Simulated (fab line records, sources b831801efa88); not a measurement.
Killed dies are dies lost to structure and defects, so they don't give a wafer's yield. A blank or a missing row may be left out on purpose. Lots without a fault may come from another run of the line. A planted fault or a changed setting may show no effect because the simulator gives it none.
fab line records | flow gf180mcu
record lots=5 wafers=15 last_day=33
route steps=602 shown MIM@517 M5@526 V5@540
lots that met no fault: from a run of the same line without faults
start_h: hours from the record's first day to the start of the lot's first wafer shown | wait_h: hours since the lot's step before | " the same as in the row above | L1.1+2: a row that stands for several wafers | - no value, or no start given | * or withheld: withheld | < > ~ a bound
route shown NAME@n: a module of which the file shows steps, and the number in the route of the first | usual: mean/standard deviation of fault-free wafers | same: alike in all rows | chamber/n: place in a boat | sites: the reading at each site | _std_site: their standard deviation | _edge_site: outer sites' mean less inner sites' | radius_mm: how far each site lies from the wafer's centre | mask NAME#n: copy n | behind: the tool/chamber that last shaped the wafer | hold: why the lot was held/for how many hours/how that ended | device: the transistor (n, p or np) that didn't switch | end of line: the same wafers' tests at the end of the route | a step without rows: its recipe alone | killed: dies lost to structure and defects at the first sort, not the wafer's yield | map: a wafer's dies, x killed, . not, _ none there
set.NAME: the setting as run; set.NAME@STEP: as run at that earlier step | model.NAME: the simulator's own value behind a step, which no gauge read
lots at some steps of the route; a table a step, a row a wafer
services: from which hour (start_h, from the record's first day; less than 0 if before it) a tool's chamber was out of use, for how many hours, and why
## steps
# step GF_MIM_COAT_14
# recipe resist=NOVOLAK spin_rpm=3000 resist_thk_nm=1000
# usual dispense_pressure_kPa=54.7/2.8
# columns lot.wafer tool chamber start_h wait_h dispense_pressure_kPa
L080.1 litho_track-04 0 621.62 0.1 51.1
L080.3 " 0 " " 51.1
L080.6 " 0 " " 51.1
L082.1 litho_track-04 0 640.62 0.1 51.1
L082.2 " 0 " " 51.1
L082.5 " 0 " " 51.1
L087.2 litho_track-02 0 675.78 0.1 59.3
L087.4 " 0 " " 59.3
L087.5 " 0 " " 59.3
L090.3 litho_track-02 0 692.71 0.1 59.3
L090.5 " 0 " " 59.3
L090.6 " 0 " " 59.3
L092.1 litho_track-01 0 708.17 0.1 54.7
L092.3 " 0 " " 54.6
L092.6 " 0 " " 54.7
# step GF_MIM_SOFTBAKE_15
# recipe temp_c=90 time_s=60 resist=NOVOLAK
# columns lot.wafer tool chamber start_h wait_h
L080.1+3+6 litho_track-04 0 621.77 0.1
L082.1+2+5 litho_track-04 0 640.77 0.1
L087.2+4+5 litho_track-02 0 675.93 0.1
L090.3+5+6 litho_track-02 0 692.86 0.1
L092.1+3+6 litho_track-01 0 708.32 0.1
# step GF_MIM_EXPOSE_16
# recipe mask_id=FuseTop target_cd_nm=2000 na=0.6 source_shape=conventional sigma_outer=0.6 dose_mj=140
# columns lot.wafer tool chamber start_h wait_h mask
L080.1+3+6 iline_stepper-01 0 - - FuseTop#0
L082.1+2+5 iline_stepper-01 0 - - FuseTop#0
L087.2+4+5 iline_stepper-01 0 - - FuseTop#0
L090.3+5+6 iline_stepper-02 0 - - FuseTop#0
L092.1+3+6 iline_stepper-01 0 - - FuseTop#0
# step GF_MIM_PEB_17
# recipe temp_c=withheld time_s=* resist=NOVOLAK
# columns lot.wafer tool chamber start_h wait_h
L080.1+3+6 litho_track-02 0 - -
L082.1+2+5 litho_track-01 0 - -
L087.2+4+5 litho_track-04 0 - -
L090.3+5+6 litho_track-02 0 - -
L092.1+3+6 litho_track-04 0 - -
# step GF_MIM_DEVELOP_18
# recipe develop_time_s=60 dev_temp_c=23
# columns lot.wafer tool chamber start_h wait_h
L080.1+3+6 litho_track-02 0 632.81 0.1
L082.1+2+5 litho_track-01 0 650.52 0.1
L087.2+4+5 litho_track-04 0 684.60 0.1
L090.3+5+6 litho_track-02 0 701.76 0.1
L092.1+3+6 litho_track-04 0 717.72 0.1
# step GF_MIM_METAL_ETCH_19
# recipe chemistry=Cl2/BCl3 mask_material=NOVOLAK stop_on=Si3N4 target_depth_nm=324.5 pressure_mtorr=8 icp_w=800 bias_w=140 Cl2_flow_sccm=80 bcl3_flow_sccm=40 time_s=54.1
# usual chamber_pressure_mTorr=7.999/0.0076 drypump_motor_current_A=5.9/0.63 oes_product_au=0.942/0.0065 throttle_valve_pct=28.282/0.0092
# columns lot.wafer tool chamber start_h wait_h chamber_pressure_mTorr drypump_motor_current_A oes_product_au rf_hours_counter_h throttle_valve_pct
L080.1 rie_metal-04 1 632.96 0.1 8.000 6.0 0.954 15 28.270
L080.3 " 1 " " 7.985 6.0 0.943 - 28.297
L080.6 " 1 " " 8.000 6.0 0.945 - 28.288
L082.1 rie_metal-03 1 650.67 0.1 8.004 5.6 0.945 11 28.281
L082.2 " 0 " " 8.002 6.7 0.950 15 28.282
L082.5 " 0 " " 8.017 6.7 0.940 - 28.276
L087.2 rie_metal-04 1 684.72 0.1 8.000 5.9 0.945 1 28.275
L087.4 " 1 " " 7.998 6.0 0.941 - 28.266
L087.5 " 1 " " 8.007 6.0 0.943 - 28.288
L090.3 rie_metal-03 0 701.88 0.1 7.995 6.7 0.936 - 28.271
L090.5 " 0 " " 8.003 6.7 0.948 - 28.296
L090.6 " 1 " " 8.018 5.7 0.958 - 28.273
L092.1 rie_metal-04 1 717.87 0.1 8.001 6.0 0.948 2 28.292
L092.3 " 0 " " 7.989 4.8 0.940 - 28.280
L092.6 " 1 " " 7.994 6.0 0.934 - 28.268
# step GF_MIM_STRIP_20
# recipe chemistry=O2/N2 power_w=1400 pressure_mtorr=1500 platen_temp_c=250 o2_flow_sccm=3000 n2_flow_sccm=300 overash_fraction=0.5
# usual chamber_pressure_mTorr=1499.9/1.4 drypump_motor_current_A=5.6/0.31 heater_power_w=314/14 n2_flow_sccm=299.9/0.96 oes_product_au=0.691/0.0052 strip_time_to_endpoint_s=11.20/0.048
# columns lot.wafer tool chamber start_h wait_h chamber_pressure_mTorr drypump_motor_current_A heater_power_w n2_flow_sccm oes_product_au rf_hours_counter_h strip_time_to_endpoint_s
L080.1 plasma_asher-01 0 633.10 0.1 1500.3 6.4 292 300.8 0.685 57 11.21
L080.3 " 1 " " 1501.1 6.0 352 300.4 0.683 - 11.17
L080.6 " 1 " " 1499.3 6.0 343 300.6 0.694 - 11.22
L082.1 plasma_asher-02 1 650.74 0.0 1500.3 5.6 307 298.8 0.689 98 11.30
L082.2 " 0 " " 1497.9 5.6 308 301.4 0.694 98 11.25
L082.5 " 0 " " 1500.2 5.6 306 300.0 0.687 - 11.24
L087.2 plasma_asher-02 1 684.79 0.0 1500.5 5.6 305 300.2 0.686 102 11.14
L087.4 " 1 " " 1499.9 5.6 303 298.3 0.693 - 11.14
L087.5 " 1 " " 1499.5 5.7 315 298.9 0.690 - 11.16
L090.3 plasma_asher-02 0 701.96 0.1 1501.9 5.6 311 299.0 0.690 - 11.22
L090.5 " 1 " " 1499.4 5.6 311 300.1 0.698 - 11.27
L090.6 " 0 " " 1500.6 5.6 299 298.8 0.685 - 11.21
L092.1 plasma_asher-02 0 717.94 0.0 1501.1 5.6 308 301.4 0.684 105 11.08
L092.3 " 0 " " 1498.8 5.6 303 302.3 0.688 - 11.12
L092.6 " 0 " " 1498.5 5.7 304 301.3 0.676 - 11.05
# step GF_MIM_STRIP_21
# recipe chemistry=post_etch_residue_remover time_s=1200 temp_c=72.5
# usual temp_c=72.51/0.12
# columns lot.wafer tool chamber start_h wait_h temp_c
L080.1 wet_bench-03 2 633.20 0.1 72.58
L080.3 " 2 " " 72.51
L080.6 " 2 " " 72.59
L082.1 wet_bench-04 0 650.84 0.1 72.27
L082.2 " 0 " " 72.25
L082.5 " 0 " " 72.40
L087.2 wet_bench-04 1 684.89 0.1 72.61
L087.4 " 1 " " 72.63
L087.5 " 1 " " 72.51
L090.3 wet_bench-04 2 702.03 0.0 72.59
L090.5 " 2 " " 72.43
L090.6 " 2 " " 72.44
L092.1 wet_bench-03 0 718.04 0.1 72.58
L092.3 " 0 " " 72.41
L092.6 " 0 " " 72.42
# step GF_MIM_CLEAN_22
# recipe chemistry=DIW dry=n2_spin
# columns lot.wafer tool chamber start_h wait_h
L080.1+3+6 wet_bench-04 0 633.54 0.0
L082.1+2+5 wet_bench-02 2 651.18 0.0
L087.2+4+5 wet_bench-02 0 685.26 0.0
L090.3+5+6 wet_bench-02 0 702.37 0.0
L092.1+3+6 wet_bench-04 2 718.38 0.0
# step GF_M5_DEHYDRATE_00
# recipe temp_c=200 time_s=60
# columns lot.wafer tool chamber start_h wait_h
L080.1+3+6 litho_track-03 0 642.16 8.5
L082.1+2+5 litho_track-02 0 660.01 8.7
L087.2+4+5 litho_track-01 0 694.45 9.1
L090.3+5+6 litho_track-02 0 711.41 8.9
L092.1+3+6 litho_track-01 0 726.32 7.8
# step GF_M5_HMDS_01
# recipe prime_time_s=60 prime_temp_c=120
# columns lot.wafer tool chamber start_h wait_h
L080.1+3+6 litho_track-03 0 642.31 0.1
L082.1+2+5 litho_track-02 0 660.16 0.1
L087.2+4+5 litho_track-01 0 694.60 0.1
L090.3+5+6 litho_track-02 0 711.56 0.1
L092.1+3+6 litho_track-01 0 726.47 0.1
# step GF_M5_COAT_02
# recipe resist=KrF spin_rpm=withheld resist_thk_nm=1000
# usual dispense_pressure_kPa=56.1/2.6
# columns lot.wafer tool chamber start_h wait_h dispense_pressure_kPa
L080.1 litho_track-03 0 642.46 0.1 53.5
L080.3 " 0 " " 53.5
L080.6 " 0 " " 53.5
L082.1 litho_track-02 0 660.31 0.1 59.3
L082.2 " 0 " " 59.3
L082.5 " 0 " " 59.3
L087.2 litho_track-01 0 694.75 0.1 54.8
L087.4 " 0 " " 54.8
L087.5 " 0 " " 54.8
L090.3 litho_track-02 0 711.71 0.1 59.4
L090.5 " 0 " " 59.3
L090.6 " 0 " " 59.4
L092.1 litho_track-01 0 726.62 0.1 54.6
L092.3 " 0 " " 54.6
L092.6 " 0 " " 54.6
# step GF_M5_SOFTBAKE_03
# recipe temp_c=130 time_s=60 resist=KrF
# columns lot.wafer tool chamber start_h wait_h
L080.1+3+6 litho_track-03 0 642.61 0.1
L082.1+2+5 litho_track-02 0 660.46 0.1
L087.2+4+5 litho_track-01 0 694.90 0.1
L090.3+5+6 litho_track-02 0 711.86 0.1
L092.1+3+6 litho_track-01 0 726.77 0.1
# step GF_M5_EXPOSE_04
# recipe mask_id=Metal5 target_cd_nm=280 na=0.68 source_shape=conventional sigma_outer=0.6 dose_mj=28
# columns lot.wafer tool chamber start_h wait_h mask
L080.1+3+6 krf_scanner-01 0 - - Metal5#0
L082.1+2+5 krf_scanner-01 0 - - Metal5#0
L087.2+4+5 krf_scanner-02 0 - - Metal5#0
L090.3+5+6 krf_scanner-02 0 - - Metal5#0
L092.1+3+6 krf_scanner-02 0 - - Metal5#0
# step GF_M5_PEB_05
# recipe peb_temp_c=135 peb_time_s=90 resist=KrF
# columns lot.wafer tool chamber start_h wait_h
L080.1+3+6 litho_track-03 0 - -
L082.1+2+5 litho_track-03 0 - -
L087.2+4+5 litho_track-03 0 - -
L090.3+5+6 litho_track-01 0 - -
L092.1+3+6 litho_track-02 0 - -
# step GF_M5_DEVELOP_06
# recipe develop_time_s=60 dev_temp_c=21
# columns lot.wafer tool chamber start_h wait_h
L080.1+3+6 litho_track-03 0 652.81 0.2
L082.1+2+5 litho_track-03 0 670.11 0.2
L087.2+4+5 litho_track-03 0 703.89 0.2
L090.3+5+6 litho_track-01 0 721.17 0.1
L092.1+3+6 litho_track-02 0 736.01 0.2
# step GF_M5_CD_MEAS_07
# recipe target_cd_nm=280
# usual cd_nm=280.0/1.1
# columns lot.wafer tool chamber start_h wait_h cd_nm
L080.1 cd_sem-02 - 652.96 0.1 279.1
L080.3 " - " " 278.8
L080.6 " - " " 278.8
L082.1 cd_sem-02 - 670.26 0.1 280.1
L082.2 " - " " 280.4
L082.5 " - " " 279.2
L087.2 cd_sem-01 - 704.03 0.1 280.8
L087.4 " - " " 281.1
L087.5 " - " " 280.5
L090.3 cd_sem-02 - 721.31 0.1 281.6
L090.5 " - " " 281.1
L090.6 " - " " 280.6
L092.1 cd_sem-02 - 736.16 0.1 281.1
L092.3 " - " " 280.2
L092.6 " - " " 282.2
# step GF_M5_OVL_MEAS_08
# usual M5_OVL=3/6.4
# columns lot.wafer tool chamber start_h wait_h M5_OVL[nm]
L080.1 overlay-02 - 653.08 0.1 6
L080.3 " - " " 14
L080.6 " - " " -2
L082.1 overlay-01 - 670.38 0.1 12
L082.2 " - " " 13
L082.5 " - " " 12
L087.2 overlay-02 - 704.14 0.1 -1
L087.4 " - " " 0
L087.5 " - " " 5
L090.3 overlay-02 - 721.40 0.1 8
L090.5 " - " " 4
L090.6 " - " " 1
L092.1 overlay-02 - 736.28 0.1 3
L092.3 " - " " 4
L092.6 " - " " 11
# step GF_M5_ETCH_09
# recipe chemistry=CF4/O2 target=Si3N4 target_depth_nm=52 source_w=800 bias_w=150 pressure_mtorr=150 cf4_flow_sccm=80 O2_flow_sccm=10 time_s=11.6
# usual chamber_pressure_mTorr=150.00/0.14 drypump_motor_current_A=5.5/0.35 oes_product_au=0.994/0.0096 throttle_valve_pct=5.968/0.0099
# columns lot.wafer tool chamber start_h wait_h chamber_pressure_mTorr drypump_motor_current_A oes_product_au rf_hours_counter_h throttle_valve_pct
L080.1 rie_diel-04 1 653.12 0.0 149.98 5.8 1.004 64 5.956
L080.3 " 0 " " 150.07 5.3 0.994 27 5.957
L080.6 " 3 " " 149.99 5.1 0.996 - 5.966
L082.1 rie_diel-03 3 670.42 0.0 150.13 5.9 1.002 0 5.989
L082.2 " 2 " " 149.86 5.9 0.987 20 5.959
L082.5 " 1 " " 150.10 5.1 0.996 - 5.963
L087.2 rie_diel-01 1 704.17 0.0 149.95 5.6 1.005 22 5.973
L087.4 " 1 " " 150.07 5.6 1.000 - 5.958
L087.5 " 2 " " 150.03 6.0 0.981 - 5.959
L090.3 rie_diel-04 3 721.43 0.0 150.27 5.1 0.989 21 5.973
L090.5 " 3 " " 150.11 5.1 0.986 - 5.976
L090.6 " 2 " " 150.01 5.1 0.995 - 5.945
L092.1 rie_diel-01 1 736.31 0.0 149.85 5.6 1.000 23 5.980
L092.3 " 2 " " 150.14 6.0 0.997 9 5.981
L092.6 " 2 " " 149.75 6.0 0.987 - 5.965
# step GF_M5_METAL_ETCH_10
# recipe chemistry=Cl2/BCl3 mask_material=KrF target_depth_nm=750.8 stop_on=SiO2 pressure_mtorr=8 icp_w=800 bias_w=140 Cl2_flow_sccm=80 bcl3_flow_sccm=40 time_s=125.1
# usual chamber_pressure_mTorr=8.001/0.0087 drypump_motor_current_A=5.9/0.49 oes_product_au=0.990/0.0069 throttle_valve_pct=28.229/0.012
# columns lot.wafer tool chamber start_h wait_h chamber_pressure_mTorr drypump_motor_current_A oes_product_au rf_hours_counter_h throttle_valve_pct
L080.1 rie_metal-03 1 653.14 0.0 7.999 5.6 0.985 12 28.203
L080.3 " 1 " " 7.994 5.6 0.996 - 28.244
L080.6 " 1 " " 7.999 5.7 0.994 - 28.228
L082.1 rie_metal-03 1 670.44 0.0 7.993 5.6 0.989 13 28.227
L082.2 " 1 " " 7.996 5.6 0.991 - 28.225
L082.5 " 1 " " 7.992 5.6 0.991 - 28.209
L087.2 rie_metal-03 0 704.19 0.0 8.005 6.8 0.993 2 28.209
L087.4 " 1 " " 7.989 5.6 0.995 - 28.231
L087.5 " 0 " " 8.030 6.8 0.995 - 28.224
L090.3 rie_metal-01 0 721.49 0.1 7.993 5.6 0.998 - 28.234
L090.5 " 0 " " 7.999 5.6 0.985 - 28.221
L090.6 " 1 " " 7.997 5.7 0.974 - 28.250
L092.1 rie_metal-01 0 736.34 0.0 7.996 5.5 0.993 7 28.215
L092.3 " 0 " " 8.003 5.6 0.991 - 28.219
L092.6 " 1 " " 7.998 5.6 0.976 - 28.246
# step GF_M5_STRIP_11
# recipe chemistry=O2/N2 power_w=1400 pressure_mtorr=1500 platen_temp_c=250 o2_flow_sccm=3000 n2_flow_sccm=300 overash_fraction=0.5
# usual chamber_pressure_mTorr=1500.0/1.2 drypump_motor_current_A=5.7/0.33 heater_power_w=315/16 n2_flow_sccm=300.0/0.94 oes_product_au=0.523/0.0053 strip_time_to_endpoint_s=7.05/0.05
# columns lot.wafer tool chamber start_h wait_h chamber_pressure_mTorr drypump_motor_current_A heater_power_w n2_flow_sccm oes_product_au rf_hours_counter_h strip_time_to_endpoint_s
L080.1 plasma_asher-03 0 653.27 0.1 1497.6 6.3 299 300.0 0.522 87 7.07
L080.3 " 0 " " 1501.6 6.3 297 300.4 0.524 - 7.05
L080.6 " 0 " " 1499.3 6.3 299 300.1 0.519 - 7.03
L082.1 plasma_asher-04 0 670.70 0.2 1497.5 5.6 320 301.4 0.517 27 7.03
L082.2 " 1 " " 1499.9 5.1 328 299.4 0.521 27 7.03
L082.5 " 0 " " 1501.5 5.6 321 300.6 0.515 - 7.01
L087.2 plasma_asher-02 1 704.32 0.1 1498.7 5.6 309 300.9 0.518 103 7.02
L087.4 " 0 " " 1498.9 5.6 302 300.2 0.513 - 6.96
L087.5 " 0 " " 1500.8 5.6 302 300.3 0.519 - 7.02
L090.3 plasma_asher-02 1 721.61 0.1 1501.7 5.6 302 299.0 0.524 - 7.02
L090.5 " 0 " " 1498.9 5.6 303 299.2 0.518 - 6.99
L090.6 " 1 " " 1500.4 5.6 300 299.7 0.529 - 7.16
L092.1 plasma_asher-03 1 736.47 0.1 1501.5 6.0 343 299.1 0.519 96 7.02
L092.3 " 0 " " 1498.3 6.3 294 301.3 0.521 - 7.03
L092.6 " 0 " " 1498.2 6.3 297 302.5 0.534 - 7.19
# step GF_M5_STRIP_12
# recipe chemistry=post_etch_residue_remover time_s=1200 temp_c=72.5
# usual temp_c=72.49/0.12
# columns lot.wafer tool chamber start_h wait_h temp_c
L080.1 wet_bench-04 2 653.37 0.1 72.50
L080.3 " 2 " " 72.52
L080.6 " 2 " " 72.51
L082.1 wet_bench-04 0 670.80 0.1 72.41
L082.2 " 0 " " 72.33
L082.5 " 0 " " 72.56
L087.2 wet_bench-01 3 704.42 0.1 72.50
L087.4 " 3 " " 72.47
L087.5 " 3 " " 72.38
L090.3 wet_bench-01 2 721.68 0.0 72.45
L090.5 " 2 " " 72.65
L090.6 " 2 " " 72.58
L092.1 wet_bench-02 3 736.57 0.1 72.44
L092.3 " 3 " " 72.66
L092.6 " 3 " " 72.37
# step GF_M5_CLEAN_13
# recipe chemistry=DIW dry=n2_spin
# columns lot.wafer tool chamber start_h wait_h
L080.1+3+6 wet_bench-02 0 653.71 0.0
L082.1+2+5 wet_bench-02 1 671.14 0.0
L087.2+4+5 wet_bench-02 3 704.76 0.0
L090.3+5+6 wet_bench-02 0 722.36 0.0
L092.1+3+6 wet_bench-01 3 736.99 0.0
# step GF_V5_CVD_00
# recipe material=SiO2 target_thk_nm=300 sigma_open_frac=0.3 temp_c=400 time_s=50 sih4_flow_sccm=57.24 pressure_mtorr=6
# columns lot.wafer tool chamber start_h wait_h
L080.1+3+6 hdpcvd-01 1,2,1 653.80 0.0
L082.1+2+5 hdpcvd-01 0,1,1 671.24 0.0
L087.2+4+5 hdpcvd-02 1,1,0 704.85 0.0
L090.3+5+6 hdpcvd-01 0,1,0 722.46 0.0
L092.1+3+6 hdpcvd-01 1,2,1 737.08 0.0
# step GF_V5_THK_MEAS_01
# recipe reads=SiO2_of_V5_CVD_00
# usual V5_CVD_00_THK=287.9/3
# columns lot.wafer tool chamber start_h wait_h V5_CVD_00_THK[nm]
L080.1 film_metro-03 - 653.85 0.0 293.7
L080.3 " - " " 286.4
L080.6 " - " " 291.6
L082.1 film_metro-03 - 671.28 0.0 291.2
L082.2 " - " " 292.2
L082.5 " - " " 289.9
L087.2 film_metro-02 - 704.91 0.0 283.8
L087.4 " - " " 284.9
L087.5 " - " " 284.8
L090.3 film_metro-02 - 722.53 0.0 289.3
L090.5 " - " " 292.6
L090.6 " - " " 287.2
L092.1 film_metro-02 - 737.17 0.1 292.6
L092.3 " - " " 286.8
L092.6 " - " " 289.7
# step GF_V5_CVD_02
# recipe material=SiO2 target_thk_nm=1450 precursor=TEOS temp_c=400 time_s=163.28 rf_w=600
# usual heater_power_outer_w=385/70 heater_power_w=663/100
# columns lot.wafer tool chamber start_h wait_h heater_power_outer_w heater_power_w
L080.1 pecvd-03 0 653.91 0.1 376 696
L080.3 " 2 " " 300 523
L080.6 " 0 " " 449 815
L082.1 pecvd-03 0 671.34 0.1 427 752
L082.2 " 1 " " 427 829
L082.5 " 1 " " 325 688
L087.2 pecvd-01 0 704.96 0.0 373 648
L087.4 " 2 " " 359 650
L087.5 " 1 " " 281 529
L090.3 pecvd-03 2 722.57 0.0 334 562
L090.5 " 2 " " 368 605
L090.6 " 0 " " 470 844
L092.1 pecvd-02 1 737.23 0.1 402 648
L092.3 " 2 " " 418 667
L092.6 " 2 " " 308 540
# step GF_V5_THK_MEAS_03
# recipe reads=SiO2_of_V5_CVD_02
# usual V5_CVD_02_THK=1458/19
# columns lot.wafer tool chamber start_h wait_h V5_CVD_02_THK[nm]
L080.1 film_metro-02 - 654.01 0.1 1444
L080.3 " - " " 1440
L080.6 " - " " 1477
L082.1 film_metro-01 - 671.45 0.1 1453
L082.2 " - " " 1447
L082.5 " - " " 1474
L087.2 film_metro-03 - 705.07 0.1 1438
L087.4 " - " " 1477
L087.5 " - " " 1493
L090.3 film_metro-01 - 722.69 0.1 1439
L090.5 " - " " 1458
L090.6 " - " " 1469
L092.1 film_metro-03 - 737.34 0.1 1424
L092.3 " - " " 1431
L092.6 " - " " 1471
# step GF_V5_CMP_04
# recipe material=SiO2 down_force_psi=4 platen_rpm=60 pad_velocity_m_s=0.94248
# usual edge_zone_pressure_frac=1.000/0.0049 motor_current_A=12.8/1.1
# columns lot.wafer tool chamber start_h wait_h edge_zone_pressure_frac motor_current_A
L080.3 cmp-02 1 654.19 0.1 0.999 13.4
L080.1 " 0 " " 1.003 12.2
L080.6 " 1 " " 0.999 14.6
L082.1 cmp-01 3 671.56 0.1 1.004 13.4
L082.2 " 1 " " 1.008 11.7
L082.5 " 3 " " 0.993 13.3
L087.2 cmp-01 1 705.17 0.1 0.995 11.7
L087.4 " 3 " " 0.996 12.8
L087.5 " 1 " " 0.998 11.7
L090.3 cmp-02 1 722.90 0.2 0.988 14.5
L090.6 " 1 " " 0.993 14.9
L090.5 " 2 " " 1.001 13.6
L092.1 cmp-01 3 737.40 0.1 0.996 13.5
L092.3 " 2 " " 1.000 13.8
L092.6 " 0 " " 1.000 11.7
# step GF_V5_BOW_MEAS_05
# recipe mode=bow
# usual V5_BOW=137/11
# columns lot.wafer tool chamber start_h wait_h V5_BOW[um]
L080.1 film_metro-02 - 654.49 0.1 133
L080.3 " - " " 135
L080.6 " - " " 133
L082.1 film_metro-03 - 671.81 0.2 127
L082.2 " - " " 117
L082.5 " - " " 112
L087.2 film_metro-03 - 705.44 0.2 109
L087.4 " - " " 122
L087.5 " - " " 127
L090.3 film_metro-01 - 723.24 0.3 143
L090.5 " - " " 132
L090.6 " - " " 149
L092.1 film_metro-01 - 737.70 0.2 134
L092.3 " - " " 132
L092.6 " - " " 144
# step GF_V5_DEHYDRATE_06
# recipe temp_c=200 time_s=60
# columns lot.wafer tool chamber start_h wait_h
L080.1+3+6 litho_track-02 0 662.91 8.4
L082.1+2+5 litho_track-02 0 680.56 8.7
L087.2+4+5 litho_track-02 0 714.28 8.8
L090.3+5+6 litho_track-02 0 731.86 8.6
L092.1+3+6 litho_track-02 0 745.26 7.5
# step GF_V5_HMDS_07
# recipe prime_time_s=60 prime_temp_c=120
# columns lot.wafer tool chamber start_h wait_h
L080.1+3+6 litho_track-02 0 663.06 0.1
L082.1+2+5 litho_track-02 0 680.71 0.1
L087.2+4+5 litho_track-02 0 714.43 0.1
L090.3+5+6 litho_track-02 0 732.01 0.1
L092.1+3+6 litho_track-02 0 745.41 0.1
# step GF_V5_COAT_08
# recipe resist=BARC temp_c=withheld time_s=withheld spin_rpm=withheld resist_thk_nm=withheld
# same dispense_pressure_kPa=59
# columns lot.wafer tool chamber start_h wait_h
L080.1+3+6 litho_track-02 0 663.21 0.1
L082.1+2+5 litho_track-02 0 680.86 0.1
L087.2+4+5 litho_track-02 0 714.58 0.1
L090.3+5+6 litho_track-02 0 732.16 0.1
L092.1+3+6 litho_track-02 0 745.56 0.1
# step GF_V5_COAT_09
# recipe resist=KrF spin_rpm=withheld resist_thk_nm=1000
# same dispense_pressure_kPa=59
# columns lot.wafer tool chamber start_h wait_h
L080.1+3+6 litho_track-02 0 - -
L082.1+2+5 litho_track-02 0 - -
L087.2+4+5 litho_track-02 0 - -
L090.3+5+6 litho_track-02 0 - -
L092.1+3+6 litho_track-02 0 - -
# step GF_V5_SOFTBAKE_10
# recipe temp_c=130 time_s=60 resist=KrF
# columns lot.wafer tool chamber start_h wait_h
L080.1+3+6 litho_track-02 0 - -
L082.1+2+5 litho_track-02 0 - -
L087.2+4+5 litho_track-02 0 - -
L090.3+5+6 litho_track-02 0 - -
L092.1+3+6 litho_track-02 0 - -
# step GF_V5_EXPOSE_11
# recipe mask_id=Via5 target_cd_nm=260 na=0.68 source_shape=conventional sigma_outer=0.6 dose_mj=38
# columns lot.wafer tool chamber start_h wait_h mask
L080.1+3+6 krf_scanner-02 0 - - Via5#0
L082.1+2+5 krf_scanner-01 0 - - Via5#0
L087.2+4+5 krf_scanner-02 0 - - Via5#0
L090.3+5+6 krf_scanner-02 0 - - Via5#0
L092.1+3+6 krf_scanner-02 0 - - Via5#0
# step GF_V5_PEB_12
# recipe peb_temp_c=135 peb_time_s=90 resist=KrF
# columns lot.wafer tool chamber start_h wait_h
L080.1+3+6 litho_track-03 0 - -
L082.1+2+5 litho_track-03 0 - -
L087.2+4+5 litho_track-03 0 - -
L090.3+5+6 litho_track-04 0 - -
L092.1+3+6 litho_track-04 0 - -
# step GF_V5_DEVELOP_13
# recipe develop_time_s=60 resist=KrF dev_temp_c=21
# columns lot.wafer tool chamber start_h wait_h
L080.1+3+6 litho_track-03 0 673.66 0.2
L082.1+2+5 litho_track-03 0 689.96 0.2
L087.2+4+5 litho_track-03 0 723.24 0.2
L090.3+5+6 litho_track-04 0 740.47 0.1
L092.1+3+6 litho_track-04 0 754.37 0.2
# step GF_V5_CD_MEAS_14
# recipe target_cd_nm=260
# usual cd_nm=259.9/1.2
# columns lot.wafer tool chamber start_h wait_h cd_nm
L080.1 cd_sem-02 - 673.81 0.1 258.0
L080.3 " - " " 259.9
L080.6 " - " " 258.1
L082.1 cd_sem-02 - 690.11 0.1 261.0
L082.2 " - " " 260.8
L082.5 " - " " 260.3
L087.2 cd_sem-02 - 723.38 0.1 259.7
L087.4 " - " " 259.4
L087.5 " - " " 258.4
L090.3 cd_sem-01 - 740.61 0.1 258.8
L090.5 " - " " 259.3
L090.6 " - " " 259.9
L092.1 cd_sem-02 - 754.52 0.1 259.9
L092.3 " - " " 259.8
L092.6 " - " " 260.9
# step GF_V5_OVL_MEAS_15
# usual V5_OVL=-3/5.9
# columns lot.wafer tool chamber start_h wait_h V5_OVL[nm]
L080.1 overlay-02 - 673.93 0.1 -10
L080.3 " - " " -12
L080.6 " - " " -4
L082.1 overlay-02 - 690.23 0.1 -5
L082.2 " - " " 1
L082.5 " - " " 0
L087.2 overlay-01 - 723.49 0.1 6
L087.4 " - " " -1
L087.5 " - " " 1
L090.3 overlay-01 - 740.70 0.1 -11
L090.5 " - " " -7
L090.6 " - " " 1
L092.1 overlay-01 - 754.64 0.1 -14
L092.3 " - " " -4
L092.6 " - " " -5
# step GF_V5_ETCH_16
# recipe chemistry=N2/H2 target_depth_a=withheld overetch_a=withheld time_s=withheld target=BARC ion_energy_ev=200 source_w=500 bias_w=100 pressure_mtorr=30 n2_flow_sccm=100 h2_flow_sccm=200
# usual chamber_pressure_mTorr=30.001/0.027 drypump_motor_current_A=5.8/0.39 n2_flow_sccm=100.0/0.31 oes_product_au=0.855/0.0047 throttle_valve_pct=13.224/0.0082
# columns lot.wafer tool chamber start_h wait_h chamber_pressure_mTorr drypump_motor_current_A n2_flow_sccm oes_product_au throttle_valve_pct
L080.1 rie_diel-01 3 673.97 0.0 29.977 5.8 100.2 0.858 13.225
L080.3 " 2 " " 30.026 6.0 99.8 0.859 13.214
L080.6 " 3 " " 30.001 5.8 100.1 0.848 13.225
L082.1 rie_diel-01 2 690.27 0.0 30.045 6.0 100.0 0.850 13.236
L082.2 " 1 " " 30.010 5.6 100.0 0.859 13.217
L082.5 " 3 " " 30.005 5.8 99.9 0.851 13.227
L087.2 rie_diel-02 1 723.52 0.0 29.966 6.6 100.2 0.848 13.229
L087.4 " 3 " " 30.021 6.0 100.3 0.853 13.239
L087.5 " 0 " " 29.984 5.8 99.9 0.849 13.224
L090.3 rie_diel-02 2 740.73 0.0 29.925 5.8 100.6 0.855 13.233
L090.5 " 0 " " 30.034 5.7 100.2 0.853 13.227
L090.6 " 1 " " 29.994 6.6 100.1 0.851 13.207
L092.1 rie_diel-04 1 754.68 0.0 30.065 5.8 100.2 0.855 13.222
L092.3 " 2 " " 29.977 5.1 100.4 0.855 13.239
L092.6 " 3 " " 30.005 5.1 99.6 0.851 13.235
## services
# columns tool chamber start_h hours kind
pecvd-03 - 614.72 0.5 repair
cmp-01 - 623.58 1.3 repair
rie_diel-01 1 627.01 4.1 repair
cmp-01 - 629.05 3.9 repair
rie_diel-04 3 631.83 5.0 repair
krf_scanner-02 - 632.34 0.8 pm
rie_diel-01 - 634.17 14.6 pm
krf_scanner-01 - 635.90 1.3 pm
rie_diel-01 0 650.71 92.6 repair
krf_scanner-01 - 654.24 0.8 pm
iline_stepper-01 - 657.28 1.3 repair
wet_bench-01 - 659.20 4.6 repair
cmp-01 - 666.14 2.9 pm
rie_metal-04 0 670.84 1.3 repair
rie_diel-04 3 683.95 6.2 repair
krf_scanner-02 - 685.05 0.2 repair
krf_scanner-01 - 692.52 109.5 repair
krf_scanner-02 - 704.37 0.7 repair
rie_diel-01 2 707.82 1.3 repair
plasma_asher-02 - 733.75 9.0 pm
krf_scanner-01 - 738.46 0.3 repair
cmp-01 - 744.18 4.0 pm
krf_scanner-02 - 748.11 1.0 pm
rie_metal-03 1 751.46 14.1 repair
## key
fault none
